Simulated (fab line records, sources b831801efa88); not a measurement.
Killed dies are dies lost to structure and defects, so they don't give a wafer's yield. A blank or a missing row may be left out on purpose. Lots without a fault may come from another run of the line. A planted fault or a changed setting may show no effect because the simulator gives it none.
Tool commonality check | flow gf180mcu | 12 lots, 36 wafers sampled

WHY IT WAS OPENED
At GF_STI_THK_MEAS_22 the reading STI_OXIDATION_01_THK is flagged on 3 of 12 lots. Wafers without a fault read 14.8 nm, standard deviation 0.34.
Rule: a lot is flagged when every wafer of it that has a number lies more than 4 standard deviations from that mean, or none has a number. The other lots count as sound.

lot  | measured    | on            | STI_OXIDATION_01_THK (nm), wafer by wafer | flag
L497 | day 2 16:11 | film_metro-02 | 14.9 15.0 14.8                            |
L499 | day 3 01:44 | film_metro-03 | 14.7 14.9 14.8                            |
L500 | day 3 06:58 | film_metro-03 | 14.7 14.9 15.1                            |
L501 | day 3 09:32 | film_metro-02 | 14.6 14.9 15.0                            |
L502 | day 3 17:29 | film_metro-01 | 14.8 15.1 15.0                            |
L503 | day 4 00:06 | film_metro-03 | 15.0 14.9 14.7                            |
L504 | day 4 02:37 | film_metro-02 | 14.9 15.1 14.9                            |
L507 | day 4 18:29 | film_metro-01 | 14.9 15.1 15.1                            |
L514 | day 6 05:20 | film_metro-03 | 19.3 19.2 19.4                            | FLAGGED
L515 | day 6 09:59 | film_metro-03 | 19.5 19.4 19.5                            | FLAGGED
L516 | day 6 15:22 | film_metro-02 | 18.9 19.0 18.7                            | FLAGGED
L518 | day 7 01:17 | film_metro-03 | 14.8 14.8 14.8                            |
The numbers of the flagged lots are 19.2 nm on average: +4.4 nm against the usual, or +13 standard deviations.

WHICH TOOL RAN EACH LOT
The record holds 2 process steps before the reading, out of a route of 602 steps. In each cell: the tool, then ch and the chambers that the sampled wafers went through, then the start.
lot  | flag    | GF_STI_ETCH_13                    | GF_STI_OXIDATION_21
L497 |         | rie_diel-02 ch 0,1,2, day 2 14:26 | furnace-01 ch 0, day 2 15:03
L499 |         | rie_diel-03 ch 0,1,3, day 2 23:58 | furnace-02 ch 0, day 3 00:35
L500 |         | rie_diel-01 ch 0,1,2, day 3 05:13 | furnace-02 ch 0, day 3 05:50
L501 |         | rie_diel-03 ch 1,2, day 3 07:47   | furnace-02 ch 0, day 3 08:24
L502 |         | rie_diel-02 ch 0,2,3, day 3 12:56 | furnace-01 ch 0, day 3 16:21
L503 |         | rie_diel-02 ch 0,1,3, day 3 18:07 | furnace-01 ch 0, day 3 22:58
L504 |         | rie_diel-03 ch 0,1,3, day 3 23:04 | furnace-01 ch 0, day 4 01:29
L507 |         | rie_diel-03 ch 1,2, day 4 16:44   | furnace-01 ch 0, day 4 17:20
L514 | FLAGGED | rie_diel-02 ch 2,3, day 6 03:37   | furnace-01 ch 0, day 6 04:13
L515 | FLAGGED | rie_diel-02 ch 0,3, day 6 08:13   | furnace-01 ch 0, day 6 08:49
L516 | FLAGGED | rie_diel-03 ch 0,2, day 6 13:38   | furnace-01 ch 0, day 6 14:15
L518 |         | rie_diel-03 ch 0,3, day 6 23:32   | furnace-02 ch 0, day 7 00:09
What these steps do:
- GF_STI_ETCH_13: etches the open film in CHF3/O2, stops on Si, target depth 282.31 nm, time 112.9 s.
- GF_STI_OXIDATION_21: stabilise 600 s, purge 300 s, target thk 15 nm.
- GF_STI_THK_MEAS_22

FLAGGED OVER TOTAL, TOOL BY TOOL (the gauges that took the reading come last)
step                | tool          | lots run | flagged | share of the flagged lots | sound lots run after its first flagged lot
GF_STI_ETCH_13      | rie_diel-01   | 1        | 0       | none                      | -
GF_STI_ETCH_13      | rie_diel-02   | 5        | 2       | some                      | 0
GF_STI_ETCH_13      | rie_diel-03   | 6        | 1       | some                      | 1 (L518)
GF_STI_OXIDATION_21 | furnace-01    | 8        | 3       | all                       | 0
GF_STI_OXIDATION_21 | furnace-02    | 4        | 0       | none                      | -
GF_STI_THK_MEAS_22  | film_metro-01 | 2        | 0       | none                      | -
GF_STI_THK_MEAS_22  | film_metro-02 | 4        | 1       | some                      | 0
GF_STI_THK_MEAS_22  | film_metro-03 | 6        | 2       | some                      | 1 (L518)

WHAT THE TABLE ALLOWS
1 row of the table ran every flagged lot: furnace-01 at GF_STI_OXIDATION_21.
- furnace-01 at GF_STI_OXIDATION_21: 3 of its 8 lots flagged. Its last sound lot is L507 (day 4 17:20), its first flagged lot L514 (day 6 04:13): a fault that began between those two fits. Its own readings lie more than 4 standard deviations out on every wafer of the flagged lots: spike_tc_bottom_C, spike_tc_centre_C, spike_tc_lower_C, spike_tc_top_C, spike_tc_upper_C, tube_center_temp_C, tube_center_temp_C_max, zone_power_centre_pct.
One tool is left: furnace-01 at GF_STI_OXIDATION_21.

WHAT THE SIMULATOR HAD PUT IN
Process parameter drift: furnace-01, from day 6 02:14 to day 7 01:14, at GF_STI_OXIDATION_21. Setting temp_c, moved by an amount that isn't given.
Lots struck among those shown: L514, L515, L516. The rule above found the same.
